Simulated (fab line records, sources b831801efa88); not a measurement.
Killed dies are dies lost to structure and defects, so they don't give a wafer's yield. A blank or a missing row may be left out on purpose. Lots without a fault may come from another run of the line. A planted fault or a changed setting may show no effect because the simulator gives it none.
A sampling plan put to the test | flow sky130 | one fab line, 18 faults that these records tell of, each judged on the records of the lots that it struck
The plan is the line's own looks: the steps of the route at which a gauge or an inspection reads the wafer and doesn't change it. A look can be judged if struck wafers have a number there and the file gives its usual mean and standard deviation on fault-free wafers. Caught: at a look after the fault's first step, the mean of the struck wafers lies 4 or more of those standard deviations (sigma) from the usual mean. On the tool: the same test on the tool's own readings at the fault's steps. Another recipe on the struck wafers, or a record that is blank for them alone, also counts as caught.

THE FAULTS, as the simulator had put them in
1. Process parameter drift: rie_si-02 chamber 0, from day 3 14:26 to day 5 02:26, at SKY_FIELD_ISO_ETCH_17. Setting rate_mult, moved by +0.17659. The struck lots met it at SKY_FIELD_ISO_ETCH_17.
2. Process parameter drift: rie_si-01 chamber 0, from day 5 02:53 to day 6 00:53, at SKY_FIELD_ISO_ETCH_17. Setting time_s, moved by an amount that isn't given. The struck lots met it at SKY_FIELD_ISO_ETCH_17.
3. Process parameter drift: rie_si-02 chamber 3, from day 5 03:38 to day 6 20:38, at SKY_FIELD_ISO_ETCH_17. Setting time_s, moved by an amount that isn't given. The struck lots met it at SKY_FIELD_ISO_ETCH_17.
4. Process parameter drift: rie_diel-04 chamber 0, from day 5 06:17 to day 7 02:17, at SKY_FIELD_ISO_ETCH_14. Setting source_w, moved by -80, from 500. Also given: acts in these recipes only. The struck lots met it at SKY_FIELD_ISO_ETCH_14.
5. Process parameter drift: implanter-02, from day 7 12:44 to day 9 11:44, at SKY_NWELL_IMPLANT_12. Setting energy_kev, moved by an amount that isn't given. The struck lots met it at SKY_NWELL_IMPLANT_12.
6. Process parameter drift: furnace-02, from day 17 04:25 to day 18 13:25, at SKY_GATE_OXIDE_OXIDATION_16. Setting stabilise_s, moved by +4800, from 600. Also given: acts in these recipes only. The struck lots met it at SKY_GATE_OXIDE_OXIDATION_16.
7. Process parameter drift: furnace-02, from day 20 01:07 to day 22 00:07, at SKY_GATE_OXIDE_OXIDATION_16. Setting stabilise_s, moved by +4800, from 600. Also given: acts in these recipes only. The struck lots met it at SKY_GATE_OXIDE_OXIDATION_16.
8. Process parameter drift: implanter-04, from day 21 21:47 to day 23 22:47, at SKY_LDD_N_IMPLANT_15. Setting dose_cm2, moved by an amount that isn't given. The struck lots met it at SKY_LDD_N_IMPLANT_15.
9. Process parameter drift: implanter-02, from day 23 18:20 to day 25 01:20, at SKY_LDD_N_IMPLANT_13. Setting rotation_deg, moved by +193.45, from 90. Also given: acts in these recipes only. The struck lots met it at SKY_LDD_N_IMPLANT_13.
10. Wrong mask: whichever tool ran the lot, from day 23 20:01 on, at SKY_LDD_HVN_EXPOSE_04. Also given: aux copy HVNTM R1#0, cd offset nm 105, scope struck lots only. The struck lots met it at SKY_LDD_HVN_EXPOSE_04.
11. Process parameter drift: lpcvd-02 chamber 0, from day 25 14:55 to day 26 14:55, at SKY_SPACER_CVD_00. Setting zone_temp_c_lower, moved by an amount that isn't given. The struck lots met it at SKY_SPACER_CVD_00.
12. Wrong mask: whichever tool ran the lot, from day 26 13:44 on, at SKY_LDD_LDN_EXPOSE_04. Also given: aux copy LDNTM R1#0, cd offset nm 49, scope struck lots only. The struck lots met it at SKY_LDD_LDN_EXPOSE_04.
13. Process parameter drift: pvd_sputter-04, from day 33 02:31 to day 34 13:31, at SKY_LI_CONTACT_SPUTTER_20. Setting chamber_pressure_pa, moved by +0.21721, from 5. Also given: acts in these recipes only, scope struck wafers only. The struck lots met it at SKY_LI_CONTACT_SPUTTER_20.
14. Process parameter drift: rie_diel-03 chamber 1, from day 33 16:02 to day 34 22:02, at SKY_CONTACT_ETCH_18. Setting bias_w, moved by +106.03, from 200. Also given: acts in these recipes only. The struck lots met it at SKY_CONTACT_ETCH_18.
15. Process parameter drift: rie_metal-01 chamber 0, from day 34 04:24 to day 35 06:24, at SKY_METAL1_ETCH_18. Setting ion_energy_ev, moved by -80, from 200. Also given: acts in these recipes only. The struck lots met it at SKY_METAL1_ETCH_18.
16. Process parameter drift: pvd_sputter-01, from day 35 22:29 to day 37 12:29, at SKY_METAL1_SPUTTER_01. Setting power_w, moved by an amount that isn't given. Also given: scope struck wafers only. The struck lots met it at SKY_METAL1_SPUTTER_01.
17. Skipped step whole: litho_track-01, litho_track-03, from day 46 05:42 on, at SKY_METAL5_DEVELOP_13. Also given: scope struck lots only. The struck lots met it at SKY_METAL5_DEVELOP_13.
18. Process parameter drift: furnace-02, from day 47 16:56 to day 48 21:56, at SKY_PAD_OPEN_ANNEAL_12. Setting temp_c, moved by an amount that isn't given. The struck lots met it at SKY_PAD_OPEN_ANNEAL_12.

WHAT THE PLAN SAW
fault | on the tool itself                               | first look that catches it                      | reading, sigma | median hours from its first step to that look | hours from the fault's start to the first struck lot there | judged looks passed uncaught
1     | oes_product_au +12 sigma                         | none of the 2 looks that can be judged after it | -              | -                                             | -                                                          | 2
2     | run_length_s +9.3 sigma                          | none of the 3 looks that can be judged after it | -              | -                                             | -                                                          | 3
3     | run_length_s +19 sigma                           | none of the 2 looks that can be judged after it | -              | -                                             | -                                                          | 2
4     | rf_fwd_power_W -31 sigma                         | not the one look that can be judged after it    | -              | -                                             | -                                                          | 1
5     | beam_energy_keV -99 or beyond sigma              | none of the 2 looks that can be judged after it | -              | -                                             | -                                                          | 2
6     | under 2 sigma                                    | none of the 2 looks that can be judged after it | -              | -                                             | -                                                          | 2
7     | under 2 sigma                                    | none of the 2 looks that can be judged after it | -              | -                                             | -                                                          | 2
8     | dose_ions_cm2 -99 or beyond sigma                | no look after it can be judged                  | -              | -                                             | -                                                          | 0
9     | rotation_deg +99 or beyond sigma                 | none of the 2 looks that can be judged after it | -              | -                                             | -                                                          | 2
10    | under 2 sigma                                    | none of the 3 looks that can be judged after it | -              | -                                             | -                                                          | 3
11    | zone_power_lower_pct +70 sigma                   | not the one look that can be judged after it    | -              | -                                             | -                                                          | 1
12    | no reading that can be judged                    | no look after it can be judged                  | -              | -                                             | -                                                          | 0
13    | chamber_pressure_pa +20 sigma                    | not the one look that can be judged after it    | -              | -                                             | -                                                          | 1
14    | bias_w +99 or beyond sigma                       | not the one look that can be judged after it    | -              | -                                             | -                                                          | 1
15    | only faintly: oes_product_au -3.3 sigma          | not the one look that can be judged after it    | -              | -                                             | -                                                          | 1
16    | cathode_dc_power_W +99 or beyond sigma           | no look after it can be judged                  | -              | -                                             | -                                                          | 0
17    | the tool's record is blank for the struck wafers | no look after it can be judged                  | -              | -                                             | -                                                          | 0
18    | tube_center_temp_C +99 or beyond sigma           | no look after it can be judged                  | -              | -                                             | -                                                          | 0
A dash: the fault isn't caught, or these records don't give the number.

Caught at a look: 0 of 18. Caught on the tool: 13 of 18. By one or the other: 13 of 18.
Caught on the tool alone: faults 1, 2, 3, 4, 5, 8, 9, 11, 13, 14, 16, 17, 18.
Caught by neither: faults 6, 7, 10, 12, 15.
